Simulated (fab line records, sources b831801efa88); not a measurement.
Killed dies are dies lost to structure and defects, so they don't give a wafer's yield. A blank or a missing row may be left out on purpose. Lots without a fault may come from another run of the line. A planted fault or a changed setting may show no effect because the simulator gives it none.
fab line records | flow sky130
record lots=12 wafers=36 last_day=49
route steps=708 shown FIELD_ISO@16 VT_ADJUST_LVTN@101 VT_ADJUST_NCORE@126 PAD_OPEN@708
lots that met no fault: from a run of the same line without faults
start_h: hours from the record's first day to the start of the lot's first wafer shown | wait_h: hours since the lot's step before | " the same as in the row above | L1.1+2: a row that stands for several wafers | - no value, or no start given | * or withheld: withheld | < > ~ a bound
route shown NAME@n: a module of which the file shows steps, and the number in the route of the first | usual: mean/standard deviation of fault-free wafers | same: alike in all rows | chamber/n: place in a boat | sites: the reading at each site | _std_site: their standard deviation | _edge_site: outer sites' mean less inner sites' | radius_mm: how far each site lies from the wafer's centre | mask NAME#n: copy n | behind: the tool/chamber that last shaped the wafer | hold: why the lot was held/for how many hours/how that ended | device: the transistor (n, p or np) that didn't switch | end of line: the same wafers' tests at the end of the route | a step without rows: its recipe alone | killed: dies lost to structure and defects at the first sort, not the wafer's yield | map: a wafer's dies, x killed, . not, _ none there
set.NAME: the setting as run; set.NAME@STEP: as run at that earlier step | model.NAME: the simulator's own value behind a step, which no gauge read
steps of the route over a sample of lots; a table a step, a row a wafer
services: from which hour (start_h, from the record's first day; less than 0 if before it) a tool's chamber was out of use, for how many hours, and why
## steps
# step SKY_FIELD_ISO_ETCH_15
# recipe chemistry=CHF3/O2 target_depth_nm=180 stop_on=Si source_w=600 bias_w=200 pressure_mtorr=40 chf3_flow_sccm=50 O2_flow_sccm=5 time_s=72
# usual drypump_motor_current_A=5.9/0.35 oes_product_au=0.949/0.0069 throttle_valve_pct=8.845/0.0092
# same time_s=72
# columns lot.wafer tool chamber start_h wait_h drypump_motor_current_A oes_product_au rf_hours_counter_h throttle_valve_pct
L240.2 rie_diel-02 3 31.10 0.0 6.2 0.928 1 8.827
L240.4 " 2 " " 5.6 0.932 163 8.855
L240.5 " 0 " " 5.6 0.943 - 8.831
L241.1 rie_diel-04 3 35.39 0.0 5.8 0.955 104 8.825
L241.2 " 0 " " 6.5 0.934 169 8.852
L241.4 " 2 " " 5.4 0.938 92 8.852
L242.1 rie_diel-02 3 39.89 0.0 6.2 0.935 2 8.847
L242.3 " 2 " " 5.6 0.935 163 8.849
L242.6 " 2 " " 5.6 0.943 - 8.833
L243.1 rie_diel-04 3 43.65 0.0 5.8 0.948 104 8.840
L243.5 " 1 " " 5.9 0.952 - 8.841
L243.6 " 2 " " 5.4 0.960 - 8.844
L245.3 rie_diel-04 1 54.30 0.0 5.9 0.948 19 8.844
L245.4 " 3 " " 5.8 0.941 105 8.836
L245.6 " 3 " " 5.9 0.947 - 8.843
L248.3 rie_diel-04 2 70.80 0.0 5.4 0.943 93 8.848
L248.4 " 1 " " 5.9 0.948 - 8.848
L248.6 " 3 " " 5.8 0.947 - 8.842
L252.1 rie_diel-01 2 91.00 0.0 6.3 0.956 106 8.833
L252.2 " 3 " " 5.5 0.948 99 8.827
L252.4 " 0 " " 6.4 0.951 74 8.859
L254.3 rie_diel-02 1 102.05 0.0 6.2 0.947 4 8.845
L254.4 " 3 " " 6.2 0.954 - 8.849
L254.5 " 1 " " 6.2 0.951 - 8.834
L255.1 rie_diel-02 2 111.30 0.0 5.6 0.942 0 8.854
L255.3 " 1 " " 6.2 0.958 4 8.846
L255.5 " 0 " " 5.6 0.942 - 8.862
L256.1 rie_diel-04 3 115.49 0.0 5.9 0.955 107 8.831
L256.3 " 2 " " 5.4 0.962 95 8.838
L256.6 " 3 " " 5.8 0.956 - 8.846
L259.2 rie_diel-04 1 128.65 0.0 5.9 0.950 21 8.840
L259.5 " 3 " " 5.8 0.951 - 8.839
L259.6 " 2 " " 5.4 0.940 - 8.848
L260.1 rie_diel-01 2 131.90 0.0 6.2 0.945 106 8.843
L260.4 " 0 " " 6.5 0.947 75 8.839
L260.6 " 2 " " 6.2 0.945 - 8.835
# step SKY_FIELD_ISO_THK_MEAS_25
# recipe reads=SiO2_of_FIELD_ISO_CVD_24
# usual FIELD_ISO_CVD_24_THK=596/5.2
# columns lot.wafer tool chamber start_h wait_h FIELD_ISO_CVD_24_THK[nm]
L240.2 film_metro-02 - 33.44 0.0 589
L240.4 " - " " 592
L240.5 " - " " 588
L241.1 film_metro-02 - 37.20 0.0 592
L241.2 " - " " 605
L241.4 " - " " 597
L242.1 film_metro-02 - 42.42 0.0 595
L242.3 " - " " 602
L242.6 " - " " 593
L243.1 film_metro-01 - 45.48 0.0 604
L243.5 " - " " 601
L243.6 " - " " 600
L245.3 film_metro-01 - 56.16 0.1 600
L245.4 " - " " 603
L245.6 " - " " 601
L248.3 film_metro-02 - 74.14 0.1 596
L248.4 " - " " 597
L248.6 " - " " 596
L252.1 film_metro-04 - 93.34 0.0 600
L252.2 " - " " 600
L252.4 " - " " 599
L254.3 film_metro-04 - 103.88 0.1 606
L254.4 " - " " 602
L254.5 " - " " 598
L255.1 film_metro-01 - 114.45 0.0 586
L255.3 " - " " 592
L255.5 " - " " 588
L256.1 film_metro-01 - 119.85 0.0 596
L256.3 " - " " 597
L256.6 " - " " 590
L259.2 film_metro-01 - 130.77 0.0 595
L259.5 " - " " 599
L259.6 " - " " 599
L260.1 film_metro-01 - 134.83 0.0 603
L260.4 " - " " 596
L260.6 " - " " 594
# step SKY_VT_ADJUST_LVTN_EXPOSE_04
# recipe mask_id=NWM_COMPLEMENT_LESS_NATIVE na=0.6 source_shape=conventional sigma_outer=0.6 polarization=unpolarized target_cd_nm=840 dose_mj=194
# usual stage_vel_mm_s=500.00/0.24
# columns lot.wafer tool chamber start_h wait_h mask stage_vel_mm_s
L240.2 iline_stepper-02 0 132.54 - NWM_COMPLEMENT_LESS_NATIVE#0 500.58
L240.4 " 0 " " NWM_COMPLEMENT_LESS_NATIVE#0 500.22
L240.5 " 0 " " NWM_COMPLEMENT_LESS_NATIVE#0 500.40
L241.1 iline_stepper-01 0 137.85 - NWM_COMPLEMENT_LESS_NATIVE#0 499.45
L241.2 " 0 " " NWM_COMPLEMENT_LESS_NATIVE#0 499.54
L241.4 " 0 " " NWM_COMPLEMENT_LESS_NATIVE#0 499.69
L242.1 iline_stepper-01 0 143.24 - NWM_COMPLEMENT_LESS_NATIVE#0 499.85
L242.3 " 0 " " NWM_COMPLEMENT_LESS_NATIVE#0 499.90
L242.6 " 0 " " NWM_COMPLEMENT_LESS_NATIVE#0 500.06
L243.1 iline_stepper-01 0 148.89 - NWM_COMPLEMENT_LESS_NATIVE#0 500.20
L243.5 " 0 " " NWM_COMPLEMENT_LESS_NATIVE#0 499.76
L243.6 " 0 " " NWM_COMPLEMENT_LESS_NATIVE#0 500.10
L245.3 iline_stepper-01 0 161.51 - NWM_COMPLEMENT_LESS_NATIVE#0 500.09
L245.4 " 0 " " NWM_COMPLEMENT_LESS_NATIVE#0 499.66
L245.6 " 0 " " NWM_COMPLEMENT_LESS_NATIVE#0 499.72
L248.3 iline_stepper-02 0 182.19 - NWM_COMPLEMENT_LESS_NATIVE#0 499.76
L248.4 " 0 " " NWM_COMPLEMENT_LESS_NATIVE#0 499.96
L248.6 " 0 " " NWM_COMPLEMENT_LESS_NATIVE#0 499.47
L252.1 iline_stepper-02 0 208.26 - NWM_COMPLEMENT_LESS_NATIVE#0 499.87
L252.2 " 0 " " NWM_COMPLEMENT_LESS_NATIVE#0 500.25
L252.4 " 0 " " NWM_COMPLEMENT_LESS_NATIVE#0 499.98
L254.3 iline_stepper-02 0 218.15 - NWM_COMPLEMENT_LESS_NATIVE#0 499.81
L254.4 " 0 " " NWM_COMPLEMENT_LESS_NATIVE#0 500.04
L254.5 " 0 " " NWM_COMPLEMENT_LESS_NATIVE#0 499.92
L255.1 iline_stepper-01 0 235.31 - NWM_COMPLEMENT_LESS_NATIVE#0 500.00
L255.3 " 0 " " NWM_COMPLEMENT_LESS_NATIVE#0 500.27
L255.5 " 0 " " NWM_COMPLEMENT_LESS_NATIVE#0 499.91
L256.1 iline_stepper-01 0 238.84 - NWM_COMPLEMENT_LESS_NATIVE#0 500.24
L256.3 " 0 " " NWM_COMPLEMENT_LESS_NATIVE#0 500.22
L256.6 " 0 " " NWM_COMPLEMENT_LESS_NATIVE#0 500.05
L259.2 iline_stepper-01 0 252.35 - NWM_COMPLEMENT_LESS_NATIVE#0 499.67
L259.5 " 0 " " NWM_COMPLEMENT_LESS_NATIVE#0 499.61
L259.6 " 0 " " NWM_COMPLEMENT_LESS_NATIVE#0 499.54
L260.1 iline_stepper-01 0 258.97 - NWM_COMPLEMENT_LESS_NATIVE#0 499.80
L260.4 " 0 " " NWM_COMPLEMENT_LESS_NATIVE#0 499.98
L260.6 " 0 " " NWM_COMPLEMENT_LESS_NATIVE#0 500.24
# step SKY_VT_ADJUST_LVTN_OVL_MEAS_07
# usual VT_ADJUST_LVTN_OVL=0.3/1.5
# columns lot.wafer tool chamber start_h wait_h VT_ADJUST_LVTN_OVL[nm]
L240.2 overlay-01 - 141.88 - 1.3
L240.4 " - " " 0.3
L240.5 " - " " 0.7
L241.1 overlay-01 - 147.29 - 2.4
L241.2 " - " " 1.9
L241.4 " - " " 0.5
L242.1 overlay-01 - 152.34 - -1.2
L242.3 " - " " 1.5
L242.6 " - " " 0.9
L243.1 overlay-01 - 158.64 - -2.6
L243.5 " - " " -0.9
L243.6 " - " " -3.9
L245.3 overlay-02 - 170.80 - 0.3
L245.4 " - " " -0.8
L245.6 " - " " 0.1
L248.3 overlay-02 - 192.44 - 0.0
L248.4 " - " " 2.1
L248.6 " - " " -1.0
L252.1 overlay-01 - 218.34 - 172.2
L252.2 " - " " 170.1
L252.4 " - " " 168.5
L254.3 overlay-02 - 228.85 - 169.6
L254.4 " - " " 171.1
L254.5 " - " " 168.5
L255.1 overlay-01 - 247.04 - 0.7
L255.3 " - " " -0.5
L255.5 " - " " -0.8
L256.1 overlay-01 - 250.59 - -1.3
L256.3 " - " " -0.3
L256.6 " - " " -0.6
L259.2 overlay-02 - 264.28 - -0.4
L259.5 " - " " 0.7
L259.6 " - " " 1.6
L260.1 overlay-01 - 270.69 - 0.8
L260.4 " - " " -0.1
L260.6 " - " " 0.8
# step SKY_VT_ADJUST_NCORE_CD_MEAS_07
# recipe target_cd_nm=380
# usual cd_nm=380.6/2.6
# columns lot.wafer tool chamber start_h wait_h cd_nm
L240.2 cd_sem-02 - 181.56 0.1 382.3
L240.4 " - " " 384.0
L240.5 " - " " 384.5
L241.1 cd_sem-02 - 186.72 0.1 383.0
L241.2 " - " " 385.9
L241.4 " - " " 385.7
L242.1 cd_sem-02 - 192.72 0.1 381.1
L242.3 " - " " 380.2
L242.6 " - " " 381.5
L243.1 cd_sem-02 - 199.29 0.1 381.4
L243.5 " - " " 381.4
L243.6 " - " " 380.2
L245.3 cd_sem-01 - 213.13 0.2 377.6
L245.4 " - " " 378.0
L245.6 " - " " 380.1
L248.3 cd_sem-02 - 237.38 0.1 382.9
L248.4 " - " " 381.4
L248.6 " - " " 383.2
L252.1 cd_sem-01 - 265.17 0.1 378.9
L252.2 " - " " 378.8
L252.4 " - " " 379.0
L254.3 cd_sem-02 - 277.28 0.1 383.5
L254.4 " - " " 386.3
L254.5 " - " " 383.7
L255.1 cd_sem-02 - 295.59 0.1 381.8
L255.3 " - " " 379.5
L255.5 " - " " 379.6
L256.1 cd_sem-02 - 300.24 0.1 379.9
L256.3 " - " " 381.3
L256.6 " - " " 380.1
L259.2 cd_sem-02 - 313.79 0.1 381.8
L259.5 " - " " 383.3
L259.6 " - " " 381.6
L260.1 cd_sem-01 - 320.89 0.1 381.4
L260.4 " - " " 380.9
L260.6 " - " " 378.9
# step SKY_PAD_OPEN_PROBE_99
# usual killed_at_M0_to_M3=44/7.8 killed_at_M4_up=3.1/1.7 killed_at_contacts=25/5.1 killed_at_front_end=15/4.4 killed_at_other=0.5/0.68 killed_dies=88/9.9 killed_open=48/6.9 killed_short=39/6.5
# same gross_dies=492 killed_at_back_side=0
# columns lot.wafer tool chamber start_h wait_h killed_at_M0_to_M3 killed_at_M4_up killed_at_contacts killed_at_front_end killed_at_other killed_dies killed_open killed_short
L240.2 prober-02 - 1068.00 0.1 43 0 22 18 0 83 44 39
L240.4 prober-02 - 1068.10 0.2 45 2 24 21 0 92 45 46
L240.5 prober-02 - 1068.15 0.2 53 1 19 8 0 81 41 40
L241.1 prober-01 - 1081.11 0.1 44 2 31 9 0 86 51 35
L241.2 prober-01 - 1081.16 0.1 54 4 23 15 1 97 47 50
L241.4 prober-01 - 1081.26 0.2 40 5 33 16 1 95 39 56
L242.1 prober-02 - 1082.41 0.1 33 3 30 13 2 81 49 30
L242.3 prober-02 - 1082.51 0.2 46 4 21 18 1 90 47 42
L242.6 prober-02 - 1082.66 0.2 44 3 31 11 1 90 47 42
L243.1 prober-01 - 1090.08 0.1 38 2 25 13 1 79 46 33
L243.5 prober-01 - 1090.28 0.2 59 2 24 18 0 103 55 48
L243.6 prober-01 - 1090.33 0.2 43 2 24 15 0 84 46 37
L245.3 prober-01 - 1102.13 0.2 52 8 26 18 0 104 53 51
L245.4 prober-01 - 1102.18 0.2 40 1 24 20 0 85 36 49
L245.6 prober-01 - 1102.28 0.2 38 4 27 17 1 87 51 36
L248.3 prober-02 - 1120.04 0.2 56 5 27 17 1 106 64 41
L248.4 prober-02 - 1120.09 0.2 59 2 27 5 0 93 47 45
L248.6 prober-02 - 1120.19 0.2 44 3 23 24 1 95 52 42
L252.1 prober-01 - 1144.02 0.1 44 3 20 16 0 83 41 41
L252.2 prober-01 - 1144.07 0.1 43 1 12 16 0 72 36 36
L252.4 prober-01 - 1144.17 0.2 54 1 27 14 0 96 40 54
L254.3 prober-02 - 1151.66 0.2 47 2 15 14 0 78 46 31
L254.4 prober-02 - 1151.71 0.2 47 4 30 21 0 102 53 48
L254.5 prober-02 - 1151.76 0.2 40 4 22 14 0 80 44 36
L255.1 prober-01 - 1163.81 0.1 55 2 21 18 2 98 49 48
L255.3 prober-01 - 1163.91 0.2 41 4 30 18 0 93 50 43
L255.5 prober-01 - 1164.01 0.2 47 5 30 21 0 103 54 49
L256.1 prober-02 - 1167.56 0.1 54 3 23 18 0 98 56 42
L256.3 prober-02 - 1167.66 0.2 36 5 31 18 0 90 50 39
L256.6 prober-02 - 1167.81 0.2 34 1 24 10 0 69 36 33
L260.1 prober-01 - 1181.80 0.1 46 1 32 14 3 96 54 39
L260.4 prober-01 - 1181.95 0.2 49 2 23 19 1 94 49 43
L260.6 prober-01 - 1182.05 0.2 46 4 27 16 0 93 55 35
L259.2 prober-02 - 1181.85 0.1 60 3 23 22 0 108 52 55
L259.5 prober-02 - 1182.00 0.2 40 2 28 9 3 82 44 36
L259.6 prober-02 - 1182.05 0.2 47 4 22 12 1 86 44 41
# killed by level:class
L240.2 VIA1:geometric_particle:open=14 CONTACT:geometric_particle:open=7 CONTACT:geometric_particle:short=6 VIA3:geometric_particle:open=6 VIA1:geometric_particle:short=5 POLY_GATE:geometric_particle:short=5 FIELD_ISO:geometric_particle:open=4 LI_CONTACT:geometric_particle:open=4
L240.4 CONTACT:geometric_particle:open=10 FIELD_ISO:geometric_particle:short=7 METAL1:geometric_particle:short=7 VIA1:geometric_particle:short=7 VIA1:geometric_particle:open=7 POLY_GATE:geometric_particle:open=6 VIA2:geometric_particle:open=6 FIELD_ISO:geometric_particle:open=5
L240.5 CONTACT:geometric_particle:open=11 VIA1:geometric_particle:open=11 METAL2:geometric_particle:short=8 METAL1:geometric_particle:short=8 VIA1:geometric_particle:short=6 LI_CONTACT:geometric_particle:open=5 METAL3:geometric_particle:short=5 VIA3:geometric_particle:open=4
L241.1 VIA1:geometric_particle:open=16 CONTACT:geometric_particle:open=9 LI_CONTACT:geometric_particle:open=8 CONTACT:geometric_particle:short=7 VIA3:geometric_particle:open=7 VIA1:geometric_particle:short=5 LOCAL_INTERCONNECT:geometric_particle:short=4 VIA2:geometric_particle:open=4
L241.2 METAL1:geometric_particle:short=13 VIA3:geometric_particle:open=10 CONTACT:geometric_particle:open=9 VIA1:geometric_particle:open=9 LI_CONTACT:geometric_particle:open=5 VIA1:geometric_particle:short=5 POLY_GATE:geometric_particle:open=4 LOCAL_INTERCONNECT:geometric_particle:short=4
L241.4 CONTACT:geometric_particle:open=11 CONTACT:geometric_particle:short=9 METAL2:geometric_particle:short=9 FIELD_ISO:geometric_particle:short=7 VIA1:geometric_particle:open=7 LOCAL_INTERCONNECT:geometric_particle:short=5 LI_CONTACT:geometric_particle:open=4 VIA1:geometric_particle:short=4
L242.1 CONTACT:geometric_particle:open=12 LI_CONTACT:geometric_particle:open=11 VIA3:geometric_particle:open=7 VIA1:geometric_particle:short=6 FIELD_ISO:geometric_particle:open=4 POLY_GATE:geometric_particle:open=4 VIA1:geometric_particle:open=4 METAL2:geometric_particle:short=4
L242.3 POLY_GATE:geometric_particle:open=7 CONTACT:geometric_particle:open=7 VIA2:geometric_particle:open=7 VIA3:geometric_particle:open=7 VIA1:geometric_particle:open=6 METAL1:geometric_particle:short=6 LI_CONTACT:geometric_particle:open=6 VIA2:geometric_particle:short=6
L242.6 CONTACT:geometric_particle:open=15 METAL1:geometric_particle:short=7 VIA1:geometric_particle:open=7 VIA1:geometric_particle:short=7 LI_CONTACT:geometric_particle:open=6 VIA3:geometric_particle:short=6 CONTACT:geometric_particle:short=5 VIA3:geometric_particle:open=5
L243.1 VIA1:geometric_particle:open=11 LI_CONTACT:geometric_particle:open=8 FIELD_ISO:geometric_particle:short=7 CONTACT:geometric_particle:open=7 VIA3:geometric_particle:open=6 VIA2:geometric_particle:open=5 METAL1:geometric_particle:short=5 LI_CONTACT:geometric_particle:short=4
L243.5 VIA1:geometric_particle:open=13 VIA3:geometric_particle:open=12 CONTACT:geometric_particle:open=11 METAL2:geometric_particle:short=9 VIA2:geometric_particle:short=7 POLY_GATE:geometric_particle:short=5 LI_CONTACT:geometric_particle:open=5 METAL1:geometric_particle:short=5
L243.6 CONTACT:geometric_particle:open=10 VIA1:geometric_particle:open=10 VIA2:geometric_particle:open=8 LI_CONTACT:geometric_particle:open=7 METAL2:geometric_particle:short=6 VIA3:geometric_particle:short=5 POLY_GATE:geometric_particle:short=4 CONTACT:geometric_particle:short=4
L245.3 CONTACT:geometric_particle:open=13 VIA2:geometric_particle:open=10 VIA1:geometric_particle:open=8 METAL1:geometric_particle:short=6 LI_CONTACT:geometric_particle:open=6 METAL4:geometric_particle:short=6 FIELD_ISO:geometric_particle:open=5 FIELD_ISO:geometric_particle:short=5
L245.4 METAL1:geometric_particle:short=8 METAL2:geometric_particle:short=8 FIELD_ISO:geometric_particle:short=7 CONTACT:geometric_particle:open=6 FIELD_ISO:geometric_particle:open=5 LI_CONTACT:geometric_particle:open=5 CONTACT:geometric_particle:short=5 VIA2:geometric_particle:open=5
L245.6 CONTACT:geometric_particle:open=11 VIA1:geometric_particle:open=9 LI_CONTACT:geometric_particle:open=7 VIA1:geometric_particle:short=6 VIA2:geometric_particle:open=6 POLY_GATE:geometric_particle:open=5 CONTACT:geometric_particle:short=5 VIA3:geometric_particle:open=5
L248.3 VIA1:geometric_particle:open=14 CONTACT:geometric_particle:open=11 VIA3:geometric_particle:open=10 METAL1:geometric_particle:short=8 VIA2:geometric_particle:open=7 FIELD_ISO:geometric_particle:open=6 LI_CONTACT:geometric_particle:open=6 VIA3:geometric_particle:short=5
L248.4 LI_CONTACT:geometric_particle:open=11 VIA1:geometric_particle:open=10 METAL2:geometric_particle:short=9 VIA1:geometric_particle:short=8 CONTACT:geometric_particle:open=7 METAL1:geometric_particle:short=6 CONTACT:geometric_particle:short=5 VIA2:geometric_particle:open=5
L248.6 CONTACT:geometric_particle:open=12 VIA3:geometric_particle:open=11 VIA1:geometric_particle:open=9 VIA1:geometric_particle:short=6 FIELD_ISO:geometric_particle:short=5 POLY_GATE:geometric_particle:short=5 CONTACT:geometric_particle:short=5 FIELD_ISO:geometric_particle:open=4
L252.1 VIA2:geometric_particle:open=9 VIA1:geometric_particle:open=9 CONTACT:geometric_particle:open=7 POLY_GATE:geometric_particle:short=6 METAL1:geometric_particle:short=6 FIELD_ISO:geometric_particle:open=4 FIELD_ISO:geometric_particle:short=4 LOCAL_INTERCONNECT:geometric_particle:short=4
L252.2 VIA3:geometric_particle:short=7 LI_CONTACT:geometric_particle:open=6 VIA1:geometric_particle:open=6 METAL1:geometric_particle:short=6 VIA3:geometric_particle:open=5 VIA2:geometric_particle:open=5 FIELD_ISO:geometric_particle:short=4 POLY_GATE:geometric_particle:open=4
L252.4 VIA1:geometric_particle:open=11 LOCAL_INTERCONNECT:geometric_particle:short=9 CONTACT:geometric_particle:short=9 VIA2:geometric_particle:open=8 METAL2:geometric_particle:short=7 VIA3:geometric_particle:open=7 METAL1:geometric_particle:short=7 VIA1:geometric_particle:short=6
L254.3 VIA1:geometric_particle:open=12 CONTACT:geometric_particle:open=6 VIA2:geometric_particle:open=6 VIA3:geometric_particle:open=5 FIELD_ISO:geometric_particle:open=4 CONTACT:geometric_particle:short=4 METAL1:geometric_particle:short=4 VIA1:geometric_particle:short=4
L254.4 CONTACT:geometric_particle:open=14 METAL1:geometric_particle:short=11 VIA1:geometric_particle:short=8 VIA3:geometric_particle:open=8 VIA2:geometric_particle:open=7 VIA1:geometric_particle:open=7 CONTACT:geometric_particle:short=6 FIELD_ISO:geometric_particle:short=5
L254.5 VIA3:geometric_particle:open=11 CONTACT:geometric_particle:open=9 VIA1:geometric_particle:open=8 FIELD_ISO:geometric_particle:open=5 LOCAL_INTERCONNECT:geometric_particle:short=5 FIELD_ISO:geometric_particle:short=4 METAL1:geometric_particle:short=4 VIA1:geometric_particle:short=4
L255.1 VIA1:geometric_particle:open=10 CONTACT:geometric_particle:short=7 CONTACT:geometric_particle:open=7 VIA1:geometric_particle:short=7 VIA3:geometric_particle:open=7 POLY_GATE:geometric_particle:open=5 METAL2:geometric_particle:short=5 VIA3:geometric_particle:short=5
L255.3 CONTACT:geometric_particle:open=12 VIA1:geometric_particle:open=9 VIA2:geometric_particle:open=8 POLY_GATE:geometric_particle:short=7 LI_CONTACT:geometric_particle:short=6 VIA1:geometric_particle:short=6 LI_CONTACT:geometric_particle:open=5 VIA3:geometric_particle:open=5
L255.5 CONTACT:geometric_particle:open=11 VIA1:geometric_particle:open=11 LI_CONTACT:geometric_particle:open=9 METAL2:geometric_particle:short=8 VIA1:geometric_particle:short=6 FIELD_ISO:geometric_particle:short=5 CONTACT:geometric_particle:short=5 VIA2:geometric_particle:open=5
L256.1 VIA1:geometric_particle:open=13 CONTACT:geometric_particle:open=12 VIA2:geometric_particle:open=10 POLY_GATE:geometric_particle:open=7 METAL2:geometric_particle:short=7 METAL1:geometric_particle:short=6 CONTACT:geometric_particle:short=5 VIA1:geometric_particle:short=5
L256.3 CONTACT:geometric_particle:open=14 VIA1:geometric_particle:open=9 POLY_GATE:geometric_particle:short=7 LI_CONTACT:geometric_particle:open=6 VIA3:geometric_particle:open=5 POLY_GATE:geometric_particle:open=4 CONTACT:geometric_particle:short=4 LI_CONTACT:geometric_particle:short=4
L256.6 CONTACT:geometric_particle:open=10 LI_CONTACT:geometric_particle:open=7 POLY_GATE:geometric_particle:short=5 METAL2:geometric_particle:short=5 METAL1:geometric_particle:short=5 VIA1:geometric_particle:open=5 VIA2:geometric_particle:open=4 POLY_GATE:geometric_particle:open=3
L260.1 CONTACT:geometric_particle:open=12 VIA1:geometric_particle:open=11 VIA2:geometric_particle:open=8 VIA3:geometric_particle:open=7 LI_CONTACT:geometric_particle:open=6 METAL1:geometric_particle:short=6 LI_CONTACT:geometric_particle:short=5 CONTACT:geometric_particle:short=5
L259.2 VIA1:geometric_particle:open=16 METAL1:geometric_particle:short=11 VIA1:geometric_particle:short=11 CONTACT:geometric_particle:open=9 POLY_GATE:geometric_particle:open=8 POLY_GATE:geometric_particle:short=8 LI_CONTACT:geometric_particle:open=6 VIA3:geometric_particle:open=5
L260.4 VIA1:geometric_particle:open=17 VIA2:geometric_particle:open=9 METAL2:geometric_particle:short=7 LOCAL_INTERCONNECT:geometric_particle:short=7 CONTACT:geometric_particle:open=6 VIA3:geometric_particle:short=6 LI_CONTACT:geometric_particle:open=5 VIA3:geometric_particle:open=5
L259.5 VIA1:geometric_particle:open=10 LOCAL_INTERCONNECT:geometric_particle:short=7 CONTACT:geometric_particle:open=7 VIA3:geometric_particle:open=7 LI_CONTACT:geometric_particle:open=6 METAL2:geometric_particle:short=5 METAL1:geometric_particle:short=4 FIELD_ISO:geometric_particle:open=3
L259.6 CONTACT:geometric_particle:open=10 VIA3:geometric_particle:open=8 VIA1:geometric_particle:open=7 METAL1:geometric_particle:short=6 METAL2:geometric_particle:short=6 LI_CONTACT:geometric_particle:open=5 VIA3:geometric_particle:short=5 VIA2:geometric_particle:open=4
L260.6 VIA3:geometric_particle:open=12 CONTACT:geometric_particle:open=9 VIA1:geometric_particle:open=8 VIA2:geometric_particle:open=7 POLY_GATE:geometric_particle:open=5 LI_CONTACT:geometric_particle:open=5 CONTACT:geometric_particle:short=5 VIA3:geometric_particle:short=5
## services
# columns tool chamber start_h hours kind
rie_diel-04 2 13.82 6.2 repair
rie_diel-04 3 26.60 3.2 repair
rie_diel-01 3 27.23 14.1 repair
rie_diel-02 1 35.90 11.8 repair
iline_stepper-01 - 47.58 1.7 pm
rie_diel-04 0 63.55 25.3 repair
rie_diel-02 2 96.25 - clean
rie_diel-02 2 96.25 14.4 scheduled_down
rie_diel-02 2 96.25 14.4 vent_cycle
iline_stepper-02 - 97.66 1.7 pm
rie_diel-04 0 100.85 8.2 repair
rie_diel-04 0 109.07 - clean
rie_diel-04 0 109.07 31.2 scheduled_down
rie_diel-04 0 109.07 31.2 vent_cycle
rie_diel-02 1 117.67 5.0 repair
iline_stepper-01 0 138.77 - calibration
iline_stepper-02 - 156.70 3.8 repair
rie_diel-02 - 166.44 14.6 pm
rie_diel-02 1 191.90 7.7 repair
rie_diel-02 2 198.97 3.7 repair
rie_diel-01 2 228.28 4.9 repair
rie_diel-01 1 253.17 7.1 repair
iline_stepper-02 - 254.06 2.2 repair
rie_diel-04 3 254.43 1.2 repair
## key
first_sign step=SKY_VT_ADJUST_LVTN_OVL_MEAS_07 reading=VT_ADJUST_LVTN_OVL direction=up sigmas=99+ usual=0.3 struck=170.0
effect none on later readings
met_at SKY_VT_ADJUST_LVTN_EXPOSE_04
struck_lots L252,L254
tester_left_out L252,L254
not_acting_at SKY_FIELD_ISO_ETCH_15,SKY_FIELD_ISO_THK_MEAS_25,SKY_VT_ADJUST_NCORE_CD_MEAS_07
onset_between 182.19 208.26
fault kind=scanner_matching_overlay tool=iline_stepper-02 chamber=- onset_h=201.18 steps=SKY_VT_ADJUST_LVTN_EXPOSE_04 offset=168.31
# tester_left_out: of these lots the tester's yield and bins aren't shown, on N5 and GAA mostly nor the transistor test; their killed dies are dies lost to structure and defects alone, not to doping, threshold or leakage, so they don't give the yield
